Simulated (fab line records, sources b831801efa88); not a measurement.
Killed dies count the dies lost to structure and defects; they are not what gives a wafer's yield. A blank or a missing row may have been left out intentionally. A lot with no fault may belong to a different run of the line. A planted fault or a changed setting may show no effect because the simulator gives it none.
fab line records -- flow sky130
record: lots: 6, wafers: 18, lastDay: 49
route steps=708 shown NWELL@59 PAD_OPEN@708
lots with no fault: from the same line, run without faults
startH: hours from the record's opening day to when the first of the lot's shown wafers began -- waitH: hours from the lot's prior step to this one -- " repeats the value in the row above -- L1.1+2: one row covering several wafers at once -- - no value present, or no start provided -- * or withheld: withheld -- < > ~ a bound
route shown NAME@n: NAME is a module with steps in the file, n the number in the route of the first one -- usual: mean and standard deviation over wafers with no fault -- same: alike in all rows -- chamber/n: place in a boat -- sites: readings site by site -- _std_site: their standard deviation -- _edge_site: the outer-site mean with the inner-site mean subtracted -- radiusMm: for every site, how far away it sits from the centre of the wafer -- mask NAME#n: copy n -- behind: the tool/chamber that last shaped the wafer -- hold: what put the lot on hold/how long, in hours/how the hold closed -- device: transistor that didn't switch, given as n, p or np -- end of line: tests run on the same wafers once the route is complete -- a step with no rows: only its recipe -- killed: not the wafer's yield, but the dies lost to structure and defects at the first sort -- map: per-die view of a wafer (x killed, . not killed, _ where there is no die)
set.NAME: setting as actually run; set.NAME@STEP: the setting as run at that earlier step -- model.NAME: the simulator's own value behind a step, which no gauge read
lots seen at some steps along the route; tables by step, rows by wafer
services: when a tool's chamber went out of use (startH, in hours from the record's first day, below 0 if earlier), for how many hours, and the reason
== steps ==
step: SKY_NWELL_SOFTBAKE_06
recipe: tempC: 110, timeS: withheld
step: SKY_NWELL_EXPOSE_07
recipe: maskId: NWM, na: 0.6, sourceShape: conventional, sigmaOuter: 0.6, polarization: unpolarized, targetCdNm: 840, doseMj: 255
step: SKY_NWELL_PEB_08
recipe: tempC: 115, timeS: withheld
step: SKY_NWELL_DEVELOP_09
recipe: wallAngleDeg: 90, developer: TMAH, developTimeS: 60, devTempC: 23
step: SKY_NWELL_OVL_MEAS_10
usual: NWELL_00_OVL: 0.1/1.5
lot.wafer,tool,chamber,startH,waitH,NWELL_00_OVL[nm]
L391.3,overlay-02,-,88.34,-,-0.2
L391.4,overlay-02,-,88.34,-,1.3
L391.6,overlay-02,-,88.34,-,-1.0
L396.1,overlay-01,-,115.17,-,1.1
L396.3,overlay-01,-,115.17,-,0.2
L396.5,overlay-01,-,115.17,-,1.5
L397.1,overlay-02,-,121.44,-,-3.9
L397.2,overlay-02,-,121.44,-,-3.9
L397.6,overlay-02,-,121.44,-,-2.5
L406.3,overlay-01,-,173.05,-,-1.1
L406.5,overlay-01,-,173.05,-,-1.3
L406.6,overlay-01,-,173.05,-,-1.5
L407.1,overlay-02,-,176.78,-,-0.3
L407.4,overlay-02,-,176.78,-,-1.4
L407.6,overlay-02,-,176.78,-,-1.1
L411.2,overlay-01,-,202.98,-,-1.4
L411.4,overlay-01,-,202.98,-,-0.4
L411.6,overlay-01,-,202.98,-,-2.6
step: SKY_NWELL_IMPLANT_11
recipe: species: P, energyKev: 400, doseCm2: 1.9e+13, tiltDeg: withheld
step: SKY_NWELL_IMPLANT_12
recipe: species: P, energyKev: 120, doseCm2: 1.3e+12, tiltDeg: withheld
step: SKY_NWELL_IMPLANT_13
recipe: species: P, energyKev: 50, doseCm2: 7e+11, tiltDeg: withheld
step: SKY_NWELL_STRIP_14
recipe: chemistry: O2/N2, powerW: 1400, pressureMtorr: 1500, platenTempC: withheld, o2FlowSccm: 3000, n2FlowSccm: 300, overashFraction: 0.5
usual: drypumpMotorCurrentA: 5.8/0.38, oesProductAu: 0.722/0.0041, stripTimeToEndpointS: 36.35/0.081
lot.wafer,tool,chamber,startH,waitH,drypumpMotorCurrentA,oesProductAu,rfHoursCounterH,stripTimeToEndpointS
L391.3,plasmaAsher-02,0,88.85,0.1,6.4,0.719,-,36.43
L391.4,plasmaAsher-02,1,88.85,0.1,5.7,0.722,-,36.55
L391.6,plasmaAsher-02,1,88.85,0.1,5.8,0.722,-,36.44
L396.1,plasmaAsher-03,1,115.66,0.1,5.4,0.721,44,36.34
L396.3,plasmaAsher-03,1,115.66,0.1,5.4,0.726,-,36.38
L396.5,plasmaAsher-03,0,115.66,0.1,6.3,0.728,-,36.39
L397.1,plasmaAsher-03,0,121.92,0.1,6.3,0.722,44,36.39
L397.2,plasmaAsher-03,1,121.92,0.1,5.4,0.715,44,36.27
L397.6,plasmaAsher-03,0,121.92,0.1,6.3,0.720,-,36.40
L406.3,plasmaAsher-04,1,173.55,0.1,5.8,0.721,-,36.39
L406.5,plasmaAsher-04,0,173.55,0.1,5.4,0.728,-,36.29
L406.6,plasmaAsher-04,1,173.55,0.1,5.8,0.715,-,36.33
L407.1,plasmaAsher-04,1,177.26,0.1,5.7,0.721,51,36.29
L407.4,plasmaAsher-04,0,177.26,0.1,5.4,0.721,-,36.33
L407.6,plasmaAsher-04,0,177.26,0.1,5.5,0.724,-,36.36
L411.2,plasmaAsher-04,0,203.46,0.1,5.4,0.721,54,36.25
L411.4,plasmaAsher-04,0,203.46,0.1,5.4,0.720,-,36.34
L411.6,plasmaAsher-04,1,203.46,0.1,5.8,0.721,-,36.29
step: SKY_NWELL_TW_MEAS_15
usual: NWELL_TW: 1822/7.7
lot.wafer,tool,chamber,startH,waitH,NWELL_TW
L391.3,filmMetro-03,-,88.93,0.1,1825
L391.4,filmMetro-03,-,88.93,0.1,1822
L391.6,filmMetro-03,-,88.93,0.1,1820
L396.1,filmMetro-02,-,115.76,0.1,1823
L396.3,filmMetro-02,-,115.76,0.1,1838
L396.5,filmMetro-02,-,115.76,0.1,1837
L397.1,filmMetro-02,-,122.02,0.1,1819
L397.2,filmMetro-02,-,122.02,0.1,1823
L397.6,filmMetro-02,-,122.02,0.1,1831
L406.3,filmMetro-03,-,173.64,0.1,1830
L406.5,filmMetro-03,-,173.64,0.1,1818
L406.6,filmMetro-03,-,173.64,0.1,1817
L407.1,filmMetro-02,-,177.39,0.1,1813
L407.4,filmMetro-02,-,177.39,0.1,1816
L407.6,filmMetro-02,-,177.39,0.1,1808
L411.2,filmMetro-01,-,203.57,0.1,1812
L411.4,filmMetro-01,-,203.57,0.1,1822
L411.6,filmMetro-01,-,203.57,0.1,1813
step: SKY_NWELL_DEHYDRATE_16
recipe: tempC: 200, timeS: 60
step: SKY_NWELL_HMDS_17
recipe: primeTimeS: 60, primeTempC: 120
step: SKY_NWELL_COAT_18
recipe: spinRpm: 2000, resistThkNm: 3000
usual: chillPlateTempC: 22.99/0.085, dispensePressureKPa: 53/4.2, exhaustPa: 45.1/0.9, spinSpeedRpm: 1999.7/1.3
lot.wafer,tool,chamber,startH,waitH,chillPlateTempC,dispensePressureKPa,exhaustPa,spinSpeedRpm
L391.3,lithoTrack-03,0,96.97,0.1,22.90,58,45.7,1999.1
L391.4,lithoTrack-03,0,96.97,0.1,22.83,58,45.9,1998.2
L391.6,lithoTrack-03,0,96.97,0.1,22.91,58,45.9,1998.2
L396.1,lithoTrack-04,-,124.83,0.1,-,-,-,-
L396.3,lithoTrack-04,-,124.83,0.1,-,-,-,-
L396.5,lithoTrack-04,-,124.83,0.1,-,-,-,-
L397.1,lithoTrack-04,-,131.38,0.1,-,-,-,-
L397.2,lithoTrack-04,-,131.38,0.1,-,-,-,-
L397.6,lithoTrack-04,-,131.38,0.1,-,-,-,-
L406.3,lithoTrack-03,0,183.02,0.1,23.00,58,45.3,1999.2
L406.5,lithoTrack-03,0,183.02,0.1,22.86,58,46.1,1999.5
L406.6,lithoTrack-03,0,183.02,0.1,23.00,58,46.8,1997.8
L407.1,lithoTrack-04,0,187.23,0.1,23.11,48,44.5,1999.9
L407.4,lithoTrack-04,0,187.23,0.1,22.90,48,45.0,2001.8
L407.6,lithoTrack-04,0,187.23,0.1,23.07,48,45.3,2001.9
L411.2,lithoTrack-02,0,214.06,0.1,22.97,54,46.2,1997.2
L411.4,lithoTrack-02,0,214.06,0.1,23.08,54,45.7,1998.6
L411.6,lithoTrack-02,0,214.06,0.1,23.01,54,45.2,2002.6
step: SKY_NWELL_SOFTBAKE_19
recipe: tempC: 110, timeS: withheld
step: SKY_NWELL_EXPOSE_20
recipe: maskId: NWM_COMPLEMENT, na: 0.6, sourceShape: conventional, sigmaOuter: 0.6, polarization: unpolarized, targetCdNm: 840, doseMj: 260
step: SKY_NWELL_PEB_21
recipe: tempC: 115, timeS: withheld
step: SKY_NWELL_DEVELOP_22
recipe: wallAngleDeg: 90, developer: TMAH, developTimeS: 57.6, devTempC: 23
usual: chillPlateTempC: 23.02/0.099, exhaustPa: 45.0/0.87
lot.wafer,tool,chamber,startH,waitH,chillPlateTempC,exhaustPa,model.NWELL.cdNm
L391.3,lithoTrack-04,0,-,-,23.07,45.1,833.1
L391.4,lithoTrack-04,0,-,-,23.02,45.0,830.3
L391.6,lithoTrack-04,0,-,-,23.03,45.9,830.9
L396.1,lithoTrack-02,0,-,-,23.12,45.5,837.8
L396.3,lithoTrack-02,0,-,-,23.03,45.0,837
L396.5,lithoTrack-02,0,-,-,23.10,45.2,838.2
L397.1,lithoTrack-03,0,-,-,22.98,45.5,838.5
L397.2,lithoTrack-03,0,-,-,23.05,45.7,839.1
L397.6,lithoTrack-03,0,-,-,22.91,45.4,838.7
L406.3,lithoTrack-02,0,-,-,22.97,44.5,821.3
L406.5,lithoTrack-02,0,-,-,23.13,44.6,823.2
L406.6,lithoTrack-02,0,-,-,22.84,44.8,821.5
L407.1,lithoTrack-02,0,-,-,22.98,44.9,828.7
L407.4,lithoTrack-02,0,-,-,23.03,44.7,827.9
L407.6,lithoTrack-02,0,-,-,22.97,46.0,829.5
L411.2,lithoTrack-04,0,-,-,23.22,45.5,822.7
L411.4,lithoTrack-04,0,-,-,22.90,46.0,824.6
L411.6,lithoTrack-04,0,-,-,23.05,44.7,822.9
step: SKY_NWELL_OVL_MEAS_23
usual: NWELL_01_OVL: -0.8/1.3
lot.wafer,tool,chamber,startH,waitH,NWELL_01_OVL[nm]
L391.3,overlay-02,-,105.94,-,-0.3
L391.4,overlay-02,-,105.94,-,-1.7
L391.6,overlay-02,-,105.94,-,-0.4
L396.1,overlay-02,-,134.34,-,-
L396.3,overlay-02,-,134.34,-,-
L396.5,overlay-02,-,134.34,-,-
L397.1,overlay-02,-,141.22,-,-
L397.2,overlay-02,-,141.22,-,-
L397.6,overlay-02,-,141.22,-,-
L406.3,overlay-01,-,193.80,-,-1.4
L406.5,overlay-01,-,193.80,-,-0.7
L406.6,overlay-01,-,193.80,-,-0.6
L407.1,overlay-01,-,198.24,-,-2.0
L407.4,overlay-01,-,198.24,-,-1.9
L407.6,overlay-01,-,198.24,-,-2.2
L411.2,overlay-02,-,225.28,-,-0.6
L411.4,overlay-02,-,225.28,-,0.5
L411.6,overlay-02,-,225.28,-,0.0
step: SKY_NWELL_IMPLANT_24
recipe: species: B, energyKev: 140, doseCm2: 9.2e+12, tiltDeg: withheld
step: SKY_PAD_OPEN_PROBE_99
usual: killed_at_M0_to_M3: 44/7, killed_at_M4_up: 3.0/1.8, killedAtContacts: 24/4.9, killedAtFrontEnd: 15/5, killedAtOther: 0.2/0.53, killedDies: 87/8.7, killedOnRim: 17/4, killedOpen: 48/6.8, killedShort: 39/5.7
same: grossDies: 492, killedAtBackSide: 0
lot.wafer,tool,chamber,startH,waitH,killed_at_M0_to_M3,killed_at_M4_up,killedAtContacts,killedAtFrontEnd,killedAtOther,killedDies,killedOnRim,killedOpen,killedShort
L391.3,prober-01,-,1073.30,0.2,34,4,31,17,0,86,19,50,36
L391.4,prober-01,-,1073.35,0.2,44,2,16,14,0,76,21,38,38
L391.6,prober-01,-,1073.45,0.2,47,7,18,16,0,88,23,51,37
L396.1,prober-02,-,1106.97,0.1,42,0,29,421,0,492,96,49,41
L396.3,prober-02,-,1107.07,0.2,36,3,28,424,1,492,96,49,40
L396.5,prober-02,-,1107.17,0.2,46,6,27,413,0,492,96,48,48
L397.1,prober-01,-,1117.40,0.1,26,4,27,435,0,492,96,28,36
L397.2,prober-01,-,1117.45,0.1,50,1,31,410,0,492,96,49,38
L397.6,prober-01,-,1117.65,0.2,50,4,27,410,1,492,96,49,42
L411.2,prober-01,-,1186.06,0.1,40,2,22,11,0,75,14,41,34
L411.4,prober-01,-,1186.16,0.2,64,2,21,24,0,111,29,70,41
L411.6,prober-01,-,1186.26,0.2,40,2,24,19,0,85,14,34,51
killed by level:class
L391.3 LI_CONTACT:geometricParticle:open=12 CONTACT:geometricParticle:open=11 VIA1:geometricParticle:open=9 FIELD_ISO:geometricParticle:short=5 LI_CONTACT:geometricParticle:short=4 METAL2:geometricParticle:short=4 METAL1:geometricParticle:short=4 VIA3:geometricParticle:open=4
L391.4 VIA1:geometricParticle:open=12 VIA3:geometricParticle:open=8 VIA1:geometricParticle:short=7 FIELD_ISO:geometricParticle:short=6 CONTACT:geometricParticle:open=6 LI_CONTACT:geometricParticle:open=4 METAL2:geometricParticle:short=4 SPACER:geometricParticle:short=3
L391.6 VIA1:geometricParticle:open=12 METAL2:geometricParticle:short=9 VIA2:geometricParticle:open=8 CONTACT:geometricParticle:open=6 FIELD_ISO:geometricParticle:open=5 VIA3:geometricParticle:open=5 FIELD_ISO:geometricParticle:short=4 LI_CONTACT:geometricParticle:open=4
L396.1 NWELL:areaExpose=402 VIA1:geometricParticle:open=14 LI_CONTACT:geometricParticle:open=10 LOCAL_INTERCONNECT:geometricParticle:short=8 CONTACT:geometricParticle:open=7 POLY_GATE:geometricParticle:short=6 VIA2:geometricParticle:open=6 FIELD_ISO:geometricParticle:short=5
L396.3 NWELL:areaExpose=403 VIA1:geometricParticle:open=11 CONTACT:geometricParticle:open=11 VIA2:geometricParticle:open=5 FIELD_ISO:geometricParticle:short=5 POLY_GATE:geometricParticle:short=5 LI_CONTACT:geometricParticle:open=5 LOCAL_INTERCONNECT:geometricParticle:short=5
L396.5 NWELL:areaExpose=396 VIA1:geometricParticle:open=19 VIA1:geometricParticle:short=9 LI_CONTACT:geometricParticle:open=9 LOCAL_INTERCONNECT:geometricParticle:short=7 METAL4:geometricParticle:short=6 CONTACT:geometricParticle:open=6 FIELD_ISO:geometricParticle:short=5
L397.1 NWELL:areaExpose=428 CONTACT:geometricParticle:short=8 CONTACT:geometricParticle:open=6 LI_CONTACT:geometricParticle:open=5 VIA1:geometricParticle:open=5 LI_CONTACT:geometricParticle:short=4 VIA2:geometricParticle:open=4 LOCAL_INTERCONNECT:geometricParticle:short=3
L397.2 NWELL:areaExpose=405 CONTACT:geometricParticle:open=11 VIA1:geometricParticle:open=10 METAL2:geometricParticle:short=10 VIA2:geometricParticle:open=9 LI_CONTACT:geometricParticle:open=8 CONTACT:geometricParticle:short=5 VIA1:geometricParticle:short=5
L397.6 NWELL:areaExpose=401 VIA2:geometricParticle:open=14 CONTACT:geometricParticle:open=10 LI_CONTACT:geometricParticle:short=6 METAL1:geometricParticle:short=6 VIA1:geometricParticle:open=6 VIA3:geometricParticle:open=6 CONTACT:geometricParticle:short=5
L411.2 CONTACT:geometricParticle:open=10 LOCAL_INTERCONNECT:geometricParticle:short=7 VIA1:geometricParticle:open=7 VIA3:geometricParticle:open=7 METAL1:geometricParticle:short=5 METAL2:geometricParticle:short=5 METAL3:geometricParticle:short=5 FIELD_ISO:geometricParticle:open=4
L411.4 VIA1:geometricParticle:open=21 CONTACT:geometricParticle:open=12 VIA3:geometricParticle:open=10 VIA2:geometricParticle:open=7 POLY_GATE:geometricParticle:open=7 VIA1:geometricParticle:short=6 METAL2:geometricParticle:short=6 POLY_GATE:geometricParticle:short=5
L411.6 METAL1:geometricParticle:short=9 CONTACT:geometricParticle:short=9 POLY_GATE:geometricParticle:short=8 VIA1:geometricParticle:open=8 CONTACT:geometricParticle:open=7 FIELD_ISO:geometricParticle:open=4 LOCAL_INTERCONNECT:geometricParticle:short=4 VIA1:geometricParticle:short=4
map L396.1 (x killed, . not)
__________xxxxxxxxxx_________
________xxxxxxxxxxxxxx_______
______xxxxxxxxxxxxxxxxxx_____
_____xxxxxxxxxxxxxxxxxxxx____
____xxxxxxxxxxxxxxxxxxxxxx___
___xxxxxxxxxxxxxxxxxxxxxxxx__
__xxxxxxxxxxxxxxxxxxxxxxxxxx_
_xxxxxxxxxxxxxxxxxxxxxxxxxxxx
_xxxxxxxxxxxxxxxxxxxxxxxxxxxx
_xxxxxxxxxxxxxxxxxxxxxxxxxxxx
_xxxxxxxxxxxxxxxxxxxxxxxxxxxx
_xxxxxxxxxxxxxxxxxxxxxxxxxxxx
_xxxxxxxxxxxxxxxxxxxxxxxxxxxx
_xxxxxxxxxxxxxxxxxxxxxxxxxxxx
_xxxxxxxxxxxxxxxxxxxxxxxxxxxx
__xxxxxxxxxxxxxxxxxxxxxxxxxx_
___xxxxxxxxxxxxxxxxxxxxxxxx__
____xxxxxxxxxxxxxxxxxxxxxx___
_____xxxxxxxxxxxxxxxxxxxx____
______xxxxxxxxxxxxxxxxxx_____
________xxxxxxxxxxxxxx_______
__________xxxxxxxxxx_________
map L397.1 (x killed, . not)
__________xxxxxxxxxx_________
________xxxxxxxxxxxxxx_______
______xxxxxxxxxxxxxxxxxx_____
_____xxxxxxxxxxxxxxxxxxxx____
____xxxxxxxxxxxxxxxxxxxxxx___
___xxxxxxxxxxxxxxxxxxxxxxxx__
__xxxxxxxxxxxxxxxxxxxxxxxxxx_
_xxxxxxxxxxxxxxxxxxxxxxxxxxxx
_xxxxxxxxxxxxxxxxxxxxxxxxxxxx
_xxxxxxxxxxxxxxxxxxxxxxxxxxxx
_xxxxxxxxxxxxxxxxxxxxxxxxxxxx
_xxxxxxxxxxxxxxxxxxxxxxxxxxxx
_xxxxxxxxxxxxxxxxxxxxxxxxxxxx
_xxxxxxxxxxxxxxxxxxxxxxxxxxxx
_xxxxxxxxxxxxxxxxxxxxxxxxxxxx
__xxxxxxxxxxxxxxxxxxxxxxxxxx_
___xxxxxxxxxxxxxxxxxxxxxxxx__
____xxxxxxxxxxxxxxxxxxxxxx___
_____xxxxxxxxxxxxxxxxxxxx____
______xxxxxxxxxxxxxxxxxx_____
________xxxxxxxxxxxxxx_______
__________xxxxxxxxxx_________
== services ==
tool,chamber,startH,hours,kind
plasmaAsher-02,-,172.60,19.1,repair
plasmaAsher-02,-,186.30,5.3,repair
== key ==
firstSign: step: SKY_NWELL_COAT_18, reading: toolRecord, direction: missing
effect: step: SKY_NWELL_OVL_MEAS_23, reading: NWELL_01_OVL, direction: missing
effect: step: SKY_PAD_OPEN_PROBE_99, reading: killedAtFrontEnd, direction: up, sigmas: 81, usual: 15, struck: 419
modelEffect: step: SKY_NWELL_DEVELOP_22, value: NWELL.cdNm, without: 828.3, struck: 838.2
moreKillsBornAt: SKY_NWELL_EXPOSE_20@ilineStepper-01: 2435
metAt SKY_NWELL_COAT_18
struckWafers L396.1,L396.3,L396.5,L397.1,L397.2,L397.6
testerLeftOut L396,L397
fault: kind: skippedStepWhole, tool: lithoTrack-04, chamber: -, onsetH: 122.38, steps: SKY_NWELL_COAT_18, scope: struckLotsOnly
testerLeftOut: of these lots the tester's yield and bins aren't shown, on N5 and GAA mostly nor the transistor test; their killed dies are dies lost to structure and defects alone, not to doping, threshold or leakage, so they don't give the yield
